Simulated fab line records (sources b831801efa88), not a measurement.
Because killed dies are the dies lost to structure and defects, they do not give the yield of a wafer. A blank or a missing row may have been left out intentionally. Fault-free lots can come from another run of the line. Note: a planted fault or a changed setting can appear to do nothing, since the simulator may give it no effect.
Which tool was responsible? :: flow gf180mcu :: at 1 step of a route of 602, 7 lots with 21 wafers sampled

WHAT THE GAUGES READ, wafer by wafer
GF_LVPWELL_OVL_MEAS_07.
lot: L549
measured: day 4 06:16
on: overlay-01
LVPWELL_OVL (nm): -0.4 0.1 -0.9

lot: L551
measured: day 4 19:07
on: overlay-02
LVPWELL_OVL (nm): 1.4 -0.4 -0.1

lot: L554
measured: day 5 07:19
on: overlay-01
LVPWELL_OVL (nm): -2.2 -0.5 0.0

lot: L563
measured: day 7 08:03
on: overlay-02
LVPWELL_OVL (nm): 0.7 1.8 1.4

lot: L567
measured: day 8 07:49
on: overlay-02
LVPWELL_OVL (nm): -0.1 0.8 1.6

lot: L569
measured: day 8 18:52
on: overlay-02
LVPWELL_OVL (nm): 2.1 0.7 0.5

lot: L571
measured: day 9 06:03
on: overlay-01
LVPWELL_OVL (nm): 0.5 -2.3 -1.0

WHICH TOOL RAN EACH LOT (tool, then ch and the chambers of the sampled wafers, then the start)
The record shows no process step preceding these readings.

THE ANSWER, worked out from the rows above alone
Rule: the usual values come from the lots themselves. The widest of any qualifying gaps counts: lots, ordered by their means at a reading, are off when they make up no more than a third of the lots, leave a main group of 4 or more, and stand apart from it by 3 or more times the standard deviation of that group's means. Not used: any main group whose means are identical at the precision the tables above print for the reading. Also off: a lot with no number at a reading for which 4 or more lots have one. Where the step has rows for the other lots, those lots are counted as sound.
Across all readings shown, no lot is off: no conclusion can be drawn from this.

WHAT THE SIMULATOR HAD PUT IN
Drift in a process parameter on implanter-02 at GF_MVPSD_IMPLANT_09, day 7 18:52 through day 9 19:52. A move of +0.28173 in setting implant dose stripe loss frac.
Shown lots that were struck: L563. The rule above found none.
